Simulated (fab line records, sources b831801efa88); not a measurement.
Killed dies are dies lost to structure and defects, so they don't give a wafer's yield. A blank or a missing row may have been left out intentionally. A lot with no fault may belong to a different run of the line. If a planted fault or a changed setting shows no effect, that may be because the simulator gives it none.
Comparing a struck lot with a sound one    flow sky130    15 out of 708 route steps
Sound: the wafers L501.2, L501.3, L501.5. Wafers struck: L494.1, L494.2, L494.5. The cause is named last.
For every step that has rows: the tool of each side, followed by ch and its chambers, followed by its first start. Under that, the readings that differ: sound wafers    struck wafers    difference of the means    sigmas: that difference in standard deviations of wafers without a fault.
alike: same words and numbers on both sides, and readings whose means sit less than 2 such deviations apart. not compared: any withheld reading, any reading some wafer has no value for, any bound like >300 that may hide the same value, and any number with overlapping values for which the record gives no deviation.
The two part at a step that has a row with sigmas, a row that says differs or no value, or rows on one side only. Numbers that don't overlap but have no deviation are shown without sigmas and don't part them. A reading that every wafer of one side lacks parts them only if that side has two wafers or more.

SKY_VIA2_STRIP_16: strips in O2/N2.
  sound on plasma-asher-03 ch 0,1, day 41 13:19; struck on plasma-asher-02 ch 0,1, day 39 02:45
  alike: drypump-motor-current-A, oes-product-au, strip-time-to-endpoint-s
  not compared: rf-hours-counter-h
then, 4 steps without rows for these wafers: SKY_VIA2_STRIP_17 (strips in post etch residue remover, time 1200 s); SKY_VIA2_CLEAN_18 (cleans in IPA, time 180 s); SKY_VIA2_CLEAN_19 (cleans in O3/DIW); SKY_VIA2_SPUTTER_20 (material TiN, target thk 20 nm, time 80 s).
SKY_VIA2_CVD_21: deposits W, target thk 420 nm, time 126.4 s.
  sound on cvd-w-01 ch 0,1, day 41 13:59; struck on cvd-w-01 ch 0,1, day 39 03:26
  alike: heater-power-w
SKY_VIA2_RS_MEAS_22: a four-point-probe measurement.
  struck on film-metro-04, day 39 03:34; sound on film-metro-01, day 41 14:08
  alike: VIA2_W_RS
SKY_VIA2_THK_MEAS_23: measures by xrf.
  struck on film-metro-04, day 39 03:41; sound on film-metro-01, day 41 14:15
reading          sound        struck       difference  sigmas
VIA2_W_THK (nm)  449 444 444  426 430 420  -20         -2
SKY_VIA2_CMP_24: polishes, stops on SiO2, t overpolish 20 s, target thk 0 nm.
  sound on cmp-02 ch 0,2,3, day 41 14:18; struck on cmp-01 ch 1,2, day 39 03:50
  alike: motor-current-A, overpolish-run-s, slurry-filter-dp-kPa, time-to-endpoint-s
SKY_METAL3_SPUTTER_00: material Ti, target thk 15 nm, time 10 s.
  struck on pvd-sputter-02, day 39 04:08; sound on pvd-sputter-04, day 41 14:36
reading                 sound           struck          difference  sigmas
throttle-valve-pct (%)  29.2 28.8 29.4  30.6 29.9 32.1  +1.7        +2
  alike: cathode-dc-power-W, chamber-pressure-pa
then, 1 step without rows for these wafers: SKY_METAL3_SPUTTER_01 (material TiN, target thk 20 nm, time 16.7 s).
SKY_METAL3_SPUTTER_02: material AlCu, target thk 735 nm, time 39.1 s.
  struck on pvd-sputter-02, day 39 04:11; sound on pvd-sputter-04, day 41 14:39
reading                 sound           struck          difference  sigmas
throttle-valve-pct (%)  29.5 29.0 29.0  30.6 29.9 32.1  +1.7        +2
  alike: cathode-dc-power-W, chamber-pressure-pa
SKY_METAL3_SPUTTER_03: material Ti, target thk 5 nm, time 3.3 s.
  struck on pvd-sputter-02, day 39 04:13; sound on pvd-sputter-04, day 41 14:41
  no value came back on the struck wafers for cathode-dc-power-W (W), chamber-pressure-pa (Pa), throttle-valve-pct (%); on the sound wafers cathode-dc-power-W (W) reads 3000.5 3000.3 2999.2
then, 1 step without rows for these wafers: SKY_METAL3_SPUTTER_04 (material TiN, target thk 70 nm, time 58.3 s).
-- the record jumps here: 9 days lie between the struck wafers' starts before and after (it left off in module METAL3 and takes up again in module PAD_OPEN, whose first step shown is number 708 of the route) --
SKY_PAD_OPEN_PROBE_99:
  struck on prober-01, day 48 00:07; sound on prober-01, day 49 18:06
reading                        sound              struck             difference  sigmas
model.etest.via3-chain.rc-ohm  9.639 9.508 9.812  10.94 11.33 12.37  +1.89       
  alike: defect-limited-yield, killed_at_M0_to_M3, killed_at_M4_up, killed-at-contacts, killed-at-front-end, killed-at-other, killed-dies, killed-open, killed-short, sort_bin_3_pad_short, sort_bin_5_function, sort_bin_6_memory, sort-n-pass, sort-yield-pct

WHERE THEY PART
Earliest at SKY_VIA2_THK_MEAS_23; latest, in this record, at SKY_METAL3_SPUTTER_03. Later steps at which nothing parts them and some readings are alike: SKY_PAD_OPEN_PROBE_99.

WHY: the cause the simulator had injected
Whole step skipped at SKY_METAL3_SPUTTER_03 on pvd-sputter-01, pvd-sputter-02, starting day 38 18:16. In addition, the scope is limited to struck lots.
